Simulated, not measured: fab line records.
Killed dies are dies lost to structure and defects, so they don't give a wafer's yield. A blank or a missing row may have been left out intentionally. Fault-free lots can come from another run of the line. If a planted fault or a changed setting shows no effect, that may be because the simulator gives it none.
Comparing a struck lot with a sound one / flow sfq_line / 16 out of 325 route steps
Sound: the wafers L122.4, L122.5, L122.6. Wafers struck: L123.3, L123.4, L123.5. At the end, the cause is stated.
Each step with rows lists, per side, the tool, then ch with its chambers, then its first start. Under that, the readings that differ: sound wafers / struck wafers / difference of the means / sigmas: that difference in standard deviations of wafers without a fault.
alike: words and numbers the same on both sides, and readings whose means are apart by under 2 such deviations; not compared: readings that were withheld, readings missing a value for some wafer, numbers with overlapping values and no deviation given by the record, and bounds like >300 which may hide the same value.
A row with sigmas, a row that says differs or no value, or rows on one side alone: a step with any of these is where the two part. When numbers do not overlap yet have no deviation, they are printed without sigmas and do not part them. Lack of a reading on every wafer of one side parts them only where that side has two or more wafers.

SFQ_TRILAYER_I4_VIA_STRIP_STRIP_107: strips in O2.
  sound on rie_metal-01 ch 0, day 43 00:37; struck on rie_metal-01 ch 0, day 46 06:35
  alike: drypump_motor_current_A, he_backside_leak_sccm, oes_product_au
  not compared: rf_hours_counter_h
then, 2 steps without rows for these wafers: SFQ_TRILAYER_I4_VIA_STRIP_SOLV_CLEAN_108 (cleans in NMP, time 600 s); SFQ_TRILAYER_JJ_TRILAYER_DEP_PRE_CLEAN_113 (time 22.5 s).
SFQ_TRILAYER_JJ_TRILAYER_DEP_SPUTTER_109: material Nb, target thk 150 nm, time 100 s.
  struck on pvd_sputter-03, day 46 07:35; sound on pvd_sputter-03, day 43 01:26
  alike: throttle_valve_pct
SFQ_TRILAYER_JJ_TRILAYER_DEP_SPUTTER_110: material Al, target thk 8 nm, time 10 s.
  struck on pvd_sputter-03, day 46 07:40; sound on pvd_sputter-03, day 43 01:30
  alike: throttle_valve_pct
then, 1 step without rows for these wafers: SFQ_TRILAYER_JJ_TRILAYER_DEP_AL_OXIDATION_111 (oxidation time 600 s).
SFQ_TRILAYER_JJ_TRILAYER_DEP_SPUTTER_112: material Nb, target thk 170 nm, time 113.3 s.
  struck on pvd_sputter-03, day 46 08:41; sound on pvd_sputter-03, day 43 02:31
  alike: throttle_valve_pct
SFQ_JJ_RS_MEAS_929: uses a four-point probe to measure.
  struck on film_metro-03, day 46 08:48; sound on film_metro-01, day 43 02:40
  alike: JJ_NB_RS
then, 3 steps without rows for these wafers: SFQ_TRILAYER_JJ_CE_LITHO_COAT_119 (resist thk 62 nm); SFQ_TRILAYER_JJ_CE_LITHO_COAT_114 (resist thk 600 nm); SFQ_TRILAYER_JJ_CE_LITHO_SOFTBAKE_118.
SFQ_TRILAYER_JJ_CE_LITHO_EXPOSE_115: exposes mask J5, target cd 700 nm.
  sound on krf_scanner-01 ch 0, day 43 05:49; struck on krf_scanner-01 ch 0, day 47 01:23
reading=model.JJ.overlay_x_nm (nm); sound=3.018 3.018 3.018; struck=193.3 193.3 193.3; difference=+190.3; sigmas=
  alike: mask, reticle_temp_C
then, 2 steps without rows for these wafers: SFQ_TRILAYER_JJ_CE_LITHO_PEB_117 (peb time 60 s); SFQ_TRILAYER_JJ_CE_LITHO_DEVELOP_116 (time 60 s).
SFQ_JJ_OVL_MEAS_931:
  struck on overlay-01, day 47 02:30; sound on overlay-02, day 43 06:44
reading=J5_OVL (nm); sound=4 9 0; struck=195 193 191; difference=+189; sigmas=+45
SFQ_TRILAYER_JJ_CE_METRO_MEASURE_117:
  struck on cd_sem-01, day 47 02:56; sound on cd_sem-02, day 43 07:21
  alike: cd_nm

## WHERE THEY PART
Only at SFQ_JJ_OVL_MEAS_931, as far as this record shows. Later steps at which nothing parts them and some readings are alike: SFQ_TRILAYER_JJ_CE_METRO_MEASURE_117.

WHY: what the simulator had put in
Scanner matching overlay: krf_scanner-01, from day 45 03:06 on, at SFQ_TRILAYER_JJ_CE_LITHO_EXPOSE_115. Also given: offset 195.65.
